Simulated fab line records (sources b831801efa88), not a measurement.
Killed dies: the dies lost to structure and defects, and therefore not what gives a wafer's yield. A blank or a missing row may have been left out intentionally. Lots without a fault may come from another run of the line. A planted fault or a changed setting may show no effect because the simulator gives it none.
Split-lot trial | flow gf180mcu | 27 wafers read across 5 lots, on a route 602 steps long

== ABOUT THE SPLIT ==
At GF_TOP_METAL_SPUTTER_02 (material AlCu, target thk 900 nm, time 47.82 s), the setting time s was moved away from the recipe's 47.82 s on 12 of the 27 wafers read, by -40.1% to +48.2%. This setting was run at the recipe's value on the other wafers.

== FROM THE SPLIT TO THE READING: what the file shows between them, 11 steps ==
- GF_TOP_METAL_SPUTTER_03: material Ti, target thk 5 nm, time 3.3 s
- GF_TOP_METAL_SPUTTER_04: material TiN, target thk 25 nm, time 20.8 s
- GF_TOP_METAL_RS_MEAS_05: measures by four-point-probe
- GF_TOP_METAL_THK_MEAS_06: measures by xrf
- GF_TOP_METAL_DEHYDRATE_07: time 60 s
- GF_TOP_METAL_HMDS_08: prime time 60 s
- GF_TOP_METAL_METAL_ETCH_16: etches the open film in Cl2/BCl3, stops on SiO2, target depth 1077.5 nm, time 179.6 s
- GF_TOP_METAL_STRIP_17: strips in O2/N2
- GF_TOP_METAL_STRIP_18: strips in post etch residue remover, time 1200 s
- GF_PASSIVATION_STRIP_12: strips in O2/N2
- GF_PASSIVATION_ANNEAL_13: time 1800 s

== THE READING ==
PASSIVATION_BOW, in um, at GF_PASSIVATION_BOW_MEAS_14. Fault-free wafers of this fab line usually give 138 um, standard deviation 10 um.

wafer  | tool, chamber at the split | time s as run, s | against the recipe | PASSIVATION_BOW, um | against lot-mates on the recipe
L074.1 | pvd sputter-04, -          | 69.08            | +44.5%             | 126                 | -20
L074.2 | pvd sputter-04, -          | 69.08            | +44.5%             | 126                 | -20
L074.3 | pvd sputter-04, -          | 47.82            | recipe             | 142                 | -
L074.4 | pvd sputter-04, -          | 69.08            | +44.5%             | 109                 | -37
L074.5 | pvd sputter-04, -          | 47.82            | recipe             | 145                 | -
L074.6 | pvd sputter-04, -          | 47.82            | recipe             | 150                 | -
L077.1 | pvd sputter-01, -          | 39.03            | -18.4%             | 141                 | +21
L077.2 | pvd sputter-01, -          | 39.03            | -18.4%             | 143                 | +23
L077.3 | pvd sputter-01, -          | 39.03            | -18.4%             | 144                 | +24
L077.4 | pvd sputter-01, -          | 47.82            | recipe             | 116                 | -
L077.5 | pvd sputter-01, -          | 47.82            | recipe             | 126                 | -
L077.6 | pvd sputter-01, -          | 47.82            | recipe             | 117                 | -
L080.1 | pvd sputter-01, -          | 28.63            | -40.1%             | 149                 | +16
L080.2 | pvd sputter-01, -          | 47.82            | recipe             | 125                 | -
L080.3 | pvd sputter-01, -          | 47.82            | recipe             | 142                 | -
L080.4 | pvd sputter-01, -          | 47.82            | recipe             | 132                 | -
L080.5 | pvd sputter-01, -          | 28.63            | -40.1%             | 150                 | +17
L080.6 | pvd sputter-01, -          | 28.63            | -40.1%             | 149                 | +16
L082.1 | pvd sputter-03, -          | 70.88            | +48.2%             | 121                 | -27
L082.2 | pvd sputter-03, -          | 47.82            | recipe             | 142                 | -
L082.3 | pvd sputter-03, -          | 70.88            | +48.2%             | 119                 | -29
L082.4 | pvd sputter-03, -          | 47.82            | recipe             | 155                 | -
L082.5 | pvd sputter-03, -          | 70.88            | +48.2%             | 124                 | -24
L082.6 | pvd sputter-03, -          | 47.82            | recipe             | 146                 | -
L084.2 | pvd sputter-01, -          | 47.82            | recipe             | 138                 | -
L084.3 | pvd sputter-01, -          | 47.82            | recipe             | 143                 | -
L084.4 | pvd sputter-01, -          | 47.82            | recipe             | 150                 | -

FIT RESULTS
A straight line over all 27 wafers: PASSIVATION_BOW changes by -0.336 um for each +1% of time s; r = -0.69; the points scatter about the line by 9.5 um.
The same after taking each lot's own level away (the mean of its wafers on the recipe; 27 wafers): -0.56 um for each +1%; r = -0.91; scatter 6.9 um.
The reading moves by 27 um for the largest change in time s, on that fit.
From 119.7 to 147.7 um: that is the span of the lots' own levels, equal to 2.8 times the standard deviation above.
So the lot-to-lot level blurs the effect unless lot-mates are compared.
Check: for one of the wafers moved furthest among these (+48.2%), held out of the fit, the line's prediction against its lot-mates is -26.2 um. It came out at -26.7 um against them.

== FURTHER SPLITS ON THESE WAFERS ==
These wafers also went through other splits before the reading. Each is held against what the fit with the lots' levels taken away leaves over:
other split on the same wafers      | wafers away from the commonest value | r with PASSIVATION_BOW (lot level and that fit taken away)
GF_STI_WET_ETCH_26 time s           | 18                                   | -0.03
GF_POLY_GATE_OXIDATION_16 ox time s | 6                                    | +0.45
GF_HV_LDD_DEVELOP_45 develop time s | 12                                   | +0.22
GF_M3_SPUTTER_04 time s             | 9                                    | +0.14
GF_V3_SPUTTER_22 time s             | 12                                   | +0.00

== THE WHOLE CHAIN: every reading that the file lists as answering this split, in the file's order ==
step                       | what it does                                                                          | reading                                                                              | change (the file's fit)                                                                 | r (the file's)
GF_TOP_METAL_SPUTTER_02    | material AlCu, target thk 900 nm, time 47.82 s                                        | AlCu_of_TOP_METAL_SPUTTER_02.thk nm (the simulator's own value, which no gauge read) | +9.03 nm for each +1% of the setting                                                    | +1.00
GF_TOP_METAL_RS_MEAS_05    | measures by four-point-probe                                                          | TOP_METAL_ALCU_RS                                                                    | not straight: 0.0548 at the lowest setting, 0.0327 at the recipe, 0.0218 at the highest | not given
GF_TOP_METAL_THK_MEAS_06   | measures by xrf                                                                       | TOP_METAL_ALCU_THK                                                                   | +9.01 for each +1% of the setting                                                       | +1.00
GF_TOP_METAL_METAL_ETCH_16 | etches the open film in Cl2/BCl3, stops on SiO2, target depth 1077.5 nm, time 179.6 s | oes product au                                                                       | not straight: 0.762 at the lowest setting, 0.968 at the recipe, 0.991 at the highest    | not given
GF_PASSIVATION_BOW_MEAS_14 |                                                                                       | PASSIVATION_BOW                                                                      | -0.554 for each +1% of the setting                                                      | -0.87

== THE FILE'S OWN FIT ==
PASSIVATION_BOW changes by -0.554 um for each +1% of time s, r = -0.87.
